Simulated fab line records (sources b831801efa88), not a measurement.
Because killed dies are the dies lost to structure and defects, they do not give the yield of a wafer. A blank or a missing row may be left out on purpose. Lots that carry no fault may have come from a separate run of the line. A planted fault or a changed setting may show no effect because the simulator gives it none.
fab line records | flow sky130
record lots=24 wafers=72 lastDay=50
route steps=708 shown CONTACT@432 METAL2@501 VIA2@519 VIA3@586 METAL4@634 PAD_OPEN@707
lots with no fault: from the same line, run without faults
startH: hours from the record's first day to the start of the lot's first wafer shown | waitH: hours from the lot's prior step to this one | " the same as in the row above | L1.1+2: one row covering several wafers at once | - no value present, or no start provided | * or withheld: withheld | < > ~ a bound
route shown NAME@n: NAME is a module with steps in the file, n the number in the route of the first one | usual: mean/standard deviation of fault-free wafers | same: alike in all rows | chamber/n: place in a boat | sites: per-site readings | _std_site: how widely they spread, as a standard deviation | _edge_site: inner sites' mean taken away from outer sites' mean | radiusMm: for every site, how far away it sits from the centre of the wafer | mask NAME#n: copy n | behind: the tool/chamber that last shaped the wafer | hold: why the lot went on hold/how many hours it stayed there/how the hold came to an end | device: which transistor (n, p or np) failed to switch | end of line: the route-end tests of the same wafers | step lacking rows: just its recipe | killed: count of dies lost to structure and defects at first sort (not the wafer's yield) | map: a wafer's dies, marking killed ones x, the rest . and places with no die _
set.NAME: the setting as run; set.NAME@STEP: as run at that earlier step | model.NAME: the simulator's own value behind a step, which no gauge read
route steps across a sampled set of lots; one table per step, one row per wafer
services: from which hour (startH, from the record's first day; less than 0 if before it) a tool's chamber was out of use, for how many hours, and why
## steps
# step SKY_CONTACT_THK_MEAS_26
# recipe thkMeasGauge=xrf reads=W_of_CONTACT_CVD_24
# usual CONTACT_W_THK=349/6
# columns lot.wafer tool chamber startH waitH CONTACT_W_THK[nm]
L074.2 filmMetro-01 - 734.15 0.1 344
L074.5 " - " " 343
L074.6 " - " " 348
L075.2 filmMetro-01 - 742.70 0.1 344
L075.3 " - " " 343
L075.6 " - " " 341
L076.1 filmMetro-04 - 774.54 0.1 352
L076.3 " - " " 354
L076.6 " - " " 352
L077.2 filmMetro-04 - 778.71 0.1 353
L077.4 " - " " 355
L077.5 " - " " 351
L079.1 filmMetro-02 - 779.36 0.1 345
L079.2 " - " " 351
L079.4 " - " " 349
L080.1 filmMetro-02 - 780.60 0.1 355
L080.2 " - " " 351
L080.5 " - " " 355
L078.1 filmMetro-01 - 781.40 0.1 341
L078.2 " - " " 340
L078.4 " - " " 342
L081.1 filmMetro-04 - 785.02 0.1 352
L081.3 " - " " 350
L081.4 " - " " 356
L082.1 filmMetro-01 - 796.56 0.1 348
L082.5 " - " " 347
L082.6 " - " " 338
L083.2 filmMetro-01 - 806.63 0.1 339
L083.5 " - " " 335
L083.6 " - " " 343
L085.4 filmMetro-01 - 818.80 0.1 339
L085.5 " - " " 337
L085.6 " - " " 340
L084.1 filmMetro-04 - 819.66 0.1 351
L084.4 " - " " 348
L084.5 " - " " 347
L086.1 filmMetro-01 - 831.44 0.1 345
L086.3 " - " " 343
L086.4 " - " " 346
L089.2 filmMetro-01 - 862.25 0.1 352
L089.3 " - " " 346
L089.4 " - " " 347
L087.1 filmMetro-02 - 863.39 0.1 358
L087.3 " - " " 356
L087.4 " - " " 356
L088.3 filmMetro-04 - 863.68 0.1 356
L088.4 " - " " 353
L088.5 " - " " 354
L090.2 filmMetro-02 - 866.52 0.1 352
L090.3 " - " " 356
L090.4 " - " " 350
L091.4 filmMetro-01 - 869.61 0.1 350
L091.5 " - " " 348
L091.6 " - " " 349
L092.3 filmMetro-04 - 873.44 0.1 355
L092.4 " - " " 355
L092.6 " - " " 352
L093.3 filmMetro-01 - 876.17 0.1 348
L093.4 " - " " 347
L093.5 " - " " 349
L094.2 filmMetro-04 - 886.31 0.1 348
L094.3 " - " " 348
L094.6 " - " " 343
L095.2 filmMetro-04 - 894.94 0.1 356
L095.3 " - " " 358
L095.6 " - " " 357
L096.4 filmMetro-01 - 898.60 0.1 347
L096.5 " - " " 347
L096.6 " - " " 347
L097.1 filmMetro-04 - 904.79 0.1 351
L097.3 " - " " 356
L097.4 " - " " 357
# step SKY_METAL2_ETCH_18
# recipe chemistry=N2/H2 target=BARC ionEnergyEv=200 biasW=100 pressureMtorr=30 n2FlowSccm=100 h2FlowSccm=200 icpW=500 stopOn=SiO2 timeS=45.9 targetDepthA=600
# usual drypumpMotorCurrentA=5.7/0.43 oesProductAu=0.854/0.0047 throttleValvePct=13.223/0.0097
# columns lot.wafer tool chamber startH waitH drypumpMotorCurrentA oesProductAu rfHoursCounterH throttleValvePct
L074.2 rieMetal-04 1 819.67 0.0 5.0 0.860 7 13.220
L074.5 " 1 " " 5.0 0.844 - 13.234
L074.6 " 0 " " 5.1 0.846 - 13.207
L075.2 rieMetal-02 1 827.09 0.1 6.1 0.856 - 13.218
L075.3 " 1 " " 6.1 0.860 - 13.241
L075.6 " 1 " " 6.1 0.852 - 13.236
L076.1 rieMetal-02 0 858.29 0.0 5.8 0.851 1 13.211
L076.3 " 1 " " 6.1 0.852 - 13.217
L076.6 " 0 " " 5.8 0.846 - 13.221
L077.2 rieMetal-02 0 860.39 0.0 5.8 0.852 1 13.216
L077.4 " 1 " " 6.1 0.855 - 13.230
L077.5 " 1 " " 6.1 0.851 - 13.221
L079.1 rieMetal-04 0 863.20 0.0 5.2 0.851 10 13.218
L079.2 " 1 " " 5.0 0.846 9 13.208
L079.4 " 1 " " 4.9 0.855 - 13.208
L078.1 rieMetal-03 0 863.84 0.0 6.1 0.852 5 13.221
L078.2 " 1 " " 5.5 0.858 9 13.228
L078.4 " 1 " " 5.5 0.851 - 13.204
L080.1 rieMetal-02 0 864.19 0.0 5.8 0.852 1 13.215
L080.2 " 1 " " 6.1 0.858 10 13.217
L080.5 " 1 " " 6.1 0.856 - 13.237
L081.1 rieMetal-04 1 869.60 0.0 5.0 0.848 9 13.221
L081.3 " 1 " " 5.0 0.858 - 13.233
L081.4 " 0 " " 5.1 0.852 - 13.230
L082.1 rieMetal-02 1 884.49 0.0 6.1 0.848 11 13.229
L082.5 " 0 " " 5.8 0.854 - 13.215
L082.6 " 1 " " 6.1 0.859 - 13.238
L083.2 rieMetal-02 0 888.85 0.0 5.9 0.848 2 13.225
L083.5 " 0 " " 5.8 0.857 - 13.200
L083.6 " 1 " " 6.2 0.858 - 13.220
L085.4 rieMetal-03 1 900.01 0.0 5.5 0.846 - 13.234
L085.5 " 0 " " 6.2 0.851 - 13.226
L085.6 " 1 " " 5.5 0.852 - 13.217
L084.1 rieMetal-02 1 901.01 0.0 6.1 0.848 11 13.221
L084.4 " 1 " " 6.1 0.844 - 13.240
L084.5 " 0 " " 5.8 0.857 - 13.224
L086.1 rieMetal-04 0 913.31 0.0 5.2 0.854 12 13.228
L086.3 " 1 " " 5.0 0.854 - 13.197
L086.4 " 0 " " 5.2 0.858 - 13.232
L089.2 rieMetal-02 1 943.61 0.0 6.1 0.853 14 13.246
L089.3 " 1 " " 6.1 0.849 - 13.214
L089.4 " 0 " " 5.8 0.852 - 13.226
L087.1 rieMetal-02 0 944.60 0.0 5.8 0.850 5 13.217
L087.3 " 1 " " 6.1 0.850 - 13.228
L087.4 " 0 " " 5.8 0.853 - 13.225
L088.3 rieMetal-03 0 944.97 0.0 6.1 0.855 - 13.222
L088.4 " 1 " " 5.5 0.865 - 13.231
L088.5 " 0 " " 6.2 0.854 - 13.213
L090.2 rieMetal-02 1 946.54 0.0 6.1 0.860 14 13.230
L090.3 " 0 " " 5.8 0.848 - 13.205
L090.4 " 1 " " 6.1 0.859 - 13.221
L091.4 rieMetal-04 0 948.06 0.0 5.2 0.854 - 13.219
L091.5 " 0 " " 5.2 0.852 - 13.216
L091.6 " 1 " " 5.0 0.852 - 13.216
L092.3 rieMetal-03 1 950.52 0.0 5.5 0.851 - 13.221
L092.4 " 0 " " 6.1 0.861 - 13.218
L092.6 " 1 " " 5.5 0.856 - 13.219
L093.3 rieMetal-04 0 952.83 0.0 5.2 0.854 - 13.221
L093.4 " 1 " " 5.0 0.853 - 13.223
L093.5 " 1 " " 5.0 0.851 - 13.223
L094.2 rieMetal-03 0 967.45 0.0 6.1 0.861 10 13.237
L094.3 " 0 " " 6.2 0.857 - 13.239
L094.6 " 0 " " 6.2 0.852 - 13.220
L095.2 rieMetal-02 0 973.06 0.0 5.8 0.849 7 13.219
L095.3 " 1 " " 6.1 0.852 - 13.206
L095.6 " 1 " " 6.1 0.845 - 13.226
L096.4 rieMetal-02 1 976.58 0.0 6.1 0.852 - 13.229
L096.5 " 1 " " 6.1 0.855 - 13.221
L096.6 " 0 " " 5.8 0.866 - 13.224
L097.1 rieMetal-03 0 979.64 0.0 6.2 0.859 11 13.212
L097.3 " 1 " " 5.5 0.853 - 13.225
L097.4 " 0 " " 6.2 0.851 - 13.221
# step SKY_VIA2_CD_MEAS_12
# recipe targetCdNm=200
# usual cdNm=200.2/1.2
# columns lot.wafer tool chamber startH waitH cdNm
L074.2 cdSem-02 - 846.99 - 196.7
L074.5 " - " " 197.6
L074.6 " - " " 198.6
L075.2 cdSem-02 - 855.35 - 200.5
L075.3 " - " " 200.9
L075.6 " - " " 201.2
L076.1 cdSem-02 - 885.72 - 201.0
L076.3 " - " " 201.6
L076.6 " - " " 200.0
L077.2 cdSem-02 - 887.86 - 200.1
L077.4 " - " " 199.3
L077.5 " - " " 199.8
L079.1 cdSem-02 - 890.84 - 201.1
L079.2 " - " " 200.4
L079.4 " - " " 200.8
L078.1 cdSem-01 - 891.52 - 198.9
L078.2 " - " " 198.4
L078.4 " - " " 200.2
L080.1 cdSem-02 - 891.87 - 200.4
L080.2 " - " " 198.4
L080.5 " - " " 200.3
L081.1 cdSem-01 - 896.42 - 200.7
L081.3 " - " " 199.9
L081.4 " - " " 201.5
L082.1 cdSem-01 - 911.02 - 200.5
L082.5 " - " " 200.0
L082.6 " - " " 200.8
L083.2 cdSem-02 - 915.01 - 201.8
L083.5 " - " " 200.8
L083.6 " - " " 200.7
L085.4 cdSem-01 - 925.05 - 199.8
L085.5 " - " " 198.7
L085.6 " - " " 199.2
L084.1 cdSem-02 - 925.40 - 199.8
L084.4 " - " " 198.7
L084.5 " - " " 201.3
L086.1 cdSem-02 - 941.75 - 201.9
L086.3 " - " " 202.0
L086.4 " - " " 201.3
L089.2 cdSem-02 - 969.41 - 200.0
L089.3 " - " " 200.1
L089.4 " - " " 199.9
L087.1 cdSem-02 - 970.84 - 201.0
L087.3 " - " " 201.9
L087.4 " - " " 200.7
L088.3 cdSem-01 - 971.01 - 201.3
L088.4 " - " " 200.9
L088.5 " - " " 200.3
L090.2 cdSem-02 - 972.52 - 198.6
L090.3 " - " " 201.1
L090.4 " - " " 200.9
L091.4 cdSem-02 - 974.30 - 200.2
L091.5 " - " " 200.3
L091.6 " - " " 199.9
L092.3 cdSem-01 - 976.89 - 196.3
L092.4 " - " " 196.0
L092.6 " - " " 198.3
L093.3 cdSem-02 - 978.34 - 199.4
L093.4 " - " " 200.9
L093.5 " - " " 199.9
L094.2 cdSem-01 - 991.82 - 203.3
L094.3 " - " " 200.9
L094.6 " - " " 202.1
L095.2 cdSem-02 - 996.72 - 198.2
L095.3 " - " " 198.4
L095.6 " - " " 198.8
L096.4 cdSem-01 - 1001.25 - 200.5
L096.5 " - " " 200.7
L096.6 " - " " 200.8
L097.1 cdSem-02 - 1003.39 - 200.6
L097.3 " - " " 201.9
L097.4 " - " " 201.3
# step SKY_VIA3_OVL_MEAS_13
# usual VIA3_OVL=-1/6.5
# columns lot.wafer tool chamber startH waitH VIA3_OVL[nm]
L074.2 overlay-01 - 925.84 0.1 -11
L074.5 " - " " -14
L074.6 " - " " -7
L075.2 overlay-02 - 935.94 0.1 -3
L075.3 " - " " -1
L075.6 " - " " -4
L076.1 overlay-02 - 963.28 0.1 -9
L076.3 " - " " -4
L076.6 " - " " -2
L077.2 overlay-01 - 964.44 0.1 3
L077.4 " - " " 5
L077.5 " - " " 7
L079.1 overlay-02 - 968.54 0.1 5
L079.2 " - " " 6
L079.4 " - " " -3
L078.1 overlay-02 - 970.39 0.1 -4
L078.2 " - " " 4
L078.4 " - " " 0
L080.1 overlay-01 - 970.48 0.1 2
L080.2 " - " " 0
L080.5 " - " " -5
L081.1 overlay-02 - 973.93 0.1 -7
L081.3 " - " " -6
L081.4 " - " " 1
L082.1 overlay-02 - 991.04 0.1 -9
L082.5 " - " " -6
L082.6 " - " " -15
L083.2 overlay-02 - 992.94 0.1 2
L083.5 " - " " 1
L083.6 " - " " 10
L085.4 overlay-02 - 1001.54 0.1 -7
L085.5 " - " " -11
L085.6 " - " " -5
L084.1 overlay-02 - 1002.19 0.1 1
L084.4 " - " " 3
L084.5 " - " " 4
L086.1 overlay-02 - 1015.89 0.1 3
L086.3 " - " " -3
L086.4 " - " " 0
L089.2 overlay-01 - 1041.08 0.1 6
L089.3 " - " " 1
L089.4 " - " " -3
L087.1 overlay-01 - 1044.23 0.1 -15
L087.3 " - " " -10
L087.4 " - " " -7
L088.3 overlay-02 - 1044.43 0.1 0
L088.4 " - " " 4
L088.5 " - " " -1
L090.2 overlay-02 - 1044.59 0.1 -1
L090.3 " - " " 3
L090.4 " - " " 1
L091.4 overlay-02 - 1046.02 0.1 2
L091.5 " - " " 6
L091.6 " - " " -1
L092.3 overlay-01 - 1048.90 0.1 15
L092.4 " - " " 4
L092.6 " - " " 5
L093.3 overlay-02 - 1050.13 0.1 0
L093.4 " - " " 1
L093.5 " - " " 1
L094.2 overlay-02 - 1061.49 0.1 -4
L094.3 " - " " -6
L094.6 " - " " -8
L095.2 overlay-01 - 1066.93 0.1 -11
L095.3 " - " " -9
L095.6 " - " " -5
L096.4 overlay-02 - 1070.86 0.1 12
L096.5 " - " " 12
L096.6 " - " " 7
L097.1 overlay-02 - 1073.24 0.1 2
L097.3 " - " " -4
L097.4 " - " " -1
# step SKY_METAL4_METAL_ETCH_18
# recipe targetDepthA=8450 stopOn=SiO2 overEtchFrac=0.3 timeS=183.1 chemistry=Cl2/BCl3 resistSidewallDeg=88 pressureMtorr=10 icpW=900 biasW=48.5 Cl2_flow_sccm=60 bcl3FlowSccm=30
# usual drypumpMotorCurrentA=5.6/0.44 oesProductAu=0.864/0.0058 throttleValvePct=22.264/0.0085
# columns lot.wafer tool chamber startH waitH drypumpMotorCurrentA oesProductAu rfHoursCounterH throttleValvePct
L074.2 rieMetal-03 0 977.37 0.0 6.2 0.868 10 22.252
L074.5 " 0 " " 6.2 0.870 - 22.258
L074.6 " 1 " " 5.5 0.872 - 22.258
L075.2 rieMetal-04 0 986.67 0.0 5.1 0.854 15 22.268
L075.3 " 1 " " 5.0 0.859 - 22.274
L075.6 " 1 " " 5.0 0.866 - 22.273
L076.1 rieMetal-04 1 1011.52 0.0 5.0 0.868 16 22.265
L076.3 " 1 " " 5.0 0.878 - 22.264
L076.6 " 1 " " 5.0 0.864 - 22.267
L077.2 rieMetal-03 0 1012.57 0.0 6.2 0.865 12 22.271
L077.4 " 1 " " 5.5 0.870 - 22.271
L077.5 " 1 " " 5.5 0.873 - 22.269
L079.1 rieMetal-02 1 1017.52 0.0 6.1 0.873 18 22.279
L079.2 " 0 " " 5.8 0.860 9 22.250
L079.4 " 1 " " 6.1 0.864 - 22.255
L078.1 rieMetal-03 1 1018.47 0.0 5.5 0.864 16 22.269
L078.2 " 1 " " 5.5 0.866 - 22.255
L078.4 " 1 " " 5.5 0.858 - 22.270
L080.1 rieMetal-02 0 1018.97 0.0 5.8 0.862 10 22.271
L080.2 " 1 " " 6.1 0.862 18 22.264
L080.5 " 0 " " 5.8 0.870 - 22.285
L081.1 rieMetal-02 0 1021.30 0.0 5.8 0.869 10 22.276
L081.3 " 0 " " 5.8 0.858 - 22.260
L081.4 " 1 " " 6.1 0.865 - 22.244
L082.1 rieMetal-03 1 1037.15 0.0 5.5 0.859 19 22.270
L082.5 " 1 " " 5.5 0.855 - 22.266
L082.6 " 0 " " 6.2 0.865 - 22.246
L083.2 rieMetal-02 1 1040.60 0.0 6.1 0.856 20 22.268
L083.5 " 0 " " 5.8 0.852 - 22.262
L083.6 " 1 " " 6.1 0.862 - 22.268
L085.4 rieMetal-03 0 1048.18 0.1 6.1 0.858 - 22.263
L085.5 " 0 " " 6.1 0.865 - 22.263
L085.6 " 1 " " 5.5 0.859 - 22.263
L084.1 rieMetal-03 0 1049.35 0.0 6.2 0.870 14 22.270
L084.4 " 0 " " 6.2 0.861 - 22.259
L084.5 " 1 " " 5.5 0.861 - 22.257
L086.1 rieMetal-04 0 1061.25 0.0 5.2 0.866 20 22.264
L086.3 " 0 " " 5.1 0.864 - 22.266
L086.4 " 1 " " 5.0 0.873 - 22.254
L089.2 rieMetal-03 0 1087.05 0.0 6.1 0.870 17 22.273
L089.3 " 0 " " 6.1 0.860 - 22.269
L089.4 " 1 " " 5.5 0.857 - 22.254
L087.1 rieMetal-02 0 1088.77 0.0 5.8 0.862 12 22.256
L087.3 " 1 " " 6.1 0.862 - 22.254
L087.4 " 0 " " 5.8 0.861 - 22.257
L088.3 rieMetal-04 0 1089.85 0.1 5.1 0.864 - 22.269
L088.4 " 1 " " 5.0 0.866 - 22.268
L088.5 " 0 " " 5.1 0.870 - 22.270
L090.2 rieMetal-04 0 1090.22 0.0 5.1 0.850 23 22.270
L090.3 " 0 " " 5.1 0.864 - 22.266
L090.4 " 1 " " 5.0 0.857 - 22.265
L091.4 rieMetal-02 1 1090.55 0.1 6.1 0.865 - 22.267
L091.5 " 0 " " 5.8 0.863 - 22.266
L091.6 " 1 " " 6.1 0.864 - 22.279
L092.3 rieMetal-02 1 1093.03 0.1 6.1 0.865 - 22.269
L092.4 " 0 " " 5.8 0.864 - 22.272
L092.6 " 0 " " 5.8 0.875 - 22.269
L093.3 rieMetal-04 0 1093.73 0.1 5.1 0.859 - 22.275
L093.4 " 1 " " 4.9 0.868 - 22.265
L093.5 " 1 " " 5.0 0.859 - 22.283
L094.2 rieMetal-02 1 1105.65 0.0 6.1 0.858 22 22.258
L094.3 " 1 " " 6.1 0.870 - 22.276
L094.6 " 0 " " 5.8 0.861 - 22.255
L095.2 rieMetal-02 0 1110.02 0.0 5.8 0.863 14 22.271
L095.3 " 1 " " 6.1 0.861 - 22.276
L095.6 " 0 " " 5.8 0.860 - 22.260
L096.4 rieMetal-04 0 1114.03 0.1 5.2 0.867 - 22.256
L096.5 " 0 " " 5.2 0.867 - 22.257
L096.6 " 1 " " 5.0 0.872 - 22.252
L097.1 rieMetal-03 1 1116.85 0.0 5.5 0.867 26 22.258
L097.3 " 1 " " 5.5 0.868 - 22.258
L097.4 " 0 " " 6.1 0.864 - 22.262
# step SKY_PAD_OPEN_BOW_MEAS_13
# recipe mode=bow
# usual PAD_OPEN_BOW=45/8.5
# columns lot.wafer tool chamber startH waitH PAD_OPEN_BOW[um]
L074.2 filmMetro-02 - 1070.38 - 57
L074.5 " - " " 66
L074.6 " - " " 52
L075.2 filmMetro-02 - 1080.66 - 37
L075.3 " - " " 38
L075.6 " - " " 44
L076.1 filmMetro-03 - 1102.09 - 43
L076.3 " - " " 37
L076.6 " - " " 32
L077.2 filmMetro-02 - 1102.43 - 57
L077.4 " - " " 46
L077.5 " - " " 51
L079.1 filmMetro-04 - 1109.75 - 48
L079.2 " - " " 50
L079.4 " - " " 49
L078.1 filmMetro-03 - 1110.95 - 40
L078.2 " - " " 47
L078.4 " - " " 42
L080.1 filmMetro-04 - 1111.27 - 52
L080.2 " - " " 38
L080.5 " - " " 41
L081.1 filmMetro-03 - 1112.45 - 48
L081.3 " - " " 50
L081.4 " - " " 46
L082.1 filmMetro-03 - 1122.41 - 48
L082.5 " - " " 53
L082.6 " - " " 48
L083.2 filmMetro-03 - 1128.15 - 39
L083.5 " - " " 42
L083.6 " - " " 27
L085.4 filmMetro-03 - 1134.78 - 41
L085.5 " - " " 35
L085.6 " - " " 38
L084.1 filmMetro-02 - 1135.01 - 36
L084.4 " - " " 46
L084.5 " - " " 61
L086.1 filmMetro-02 - 1144.46 - 42
L086.3 " - " " 40
L086.4 " - " " 38
L089.2 filmMetro-04 - 1169.44 - 45
L089.3 " - " " 44
L089.4 " - " " 47
L087.1 filmMetro-02 - 1171.91 - 52
L087.3 " - " " 49
L087.4 " - " " 50
L088.3 filmMetro-03 - 1171.97 - 50
L088.4 " - " " 37
L088.5 " - " " 49
L090.2 filmMetro-04 - 1174.01 - 48
L090.3 " - " " 52
L090.4 " - " " 59
L091.4 filmMetro-04 - 1175.07 - 37
L091.5 " - " " 50
L091.6 " - " " 37
L092.3 filmMetro-02 - 1176.21 - 27
L092.4 " - " " 39
L092.6 " - " " 36
L093.3 filmMetro-03 - 1176.21 - 45
L093.4 " - " " 51
L093.5 " - " " 43
L094.2 filmMetro-02 - 1182.83 - 44
L094.3 " - " " 62
L094.6 " - " " 59
L095.2 filmMetro-04 - 1188.11 - 40
L095.3 " - " " 44
L095.6 " - " " 42
L096.4 filmMetro-04 - 1192.98 - 52
L096.5 " - " " 58
L096.6 " - " " 51
L097.1 filmMetro-02 - 1194.42 - 52
L097.3 " - " " 31
L097.4 " - " " 50
## services
# columns tool chamber startH hours kind
rieMetal-02 0 806.24 - clean
rieMetal-02 0 806.24 28.0 scheduledDown
rieMetal-02 0 806.24 28.0 ventCycle
rieMetal-04 0 812.80 5.4 repair
rieMetal-03 1 816.78 10.1 repair
rieMetal-03 1 869.24 9.3 repair
rieMetal-02 - 871.54 0.9 repair
rieMetal-04 - 873.23 0.8 repair
rieMetal-04 0 905.00 5.9 repair
rieMetal-02 1 913.28 1.5 repair
rieMetal-03 - 928.86 1.6 repair
rieMetal-02 - 954.83 0.8 repair
rieMetal-03 0 1015.24 11.5 repair
rieMetal-04 0 1043.19 1.6 repair
rieMetal-02 - 1045.09 28.1 pm
rieMetal-04 - 1060.64 0.4 repair
rieMetal-04 0 1097.98 9.9 repair
## key
fault none
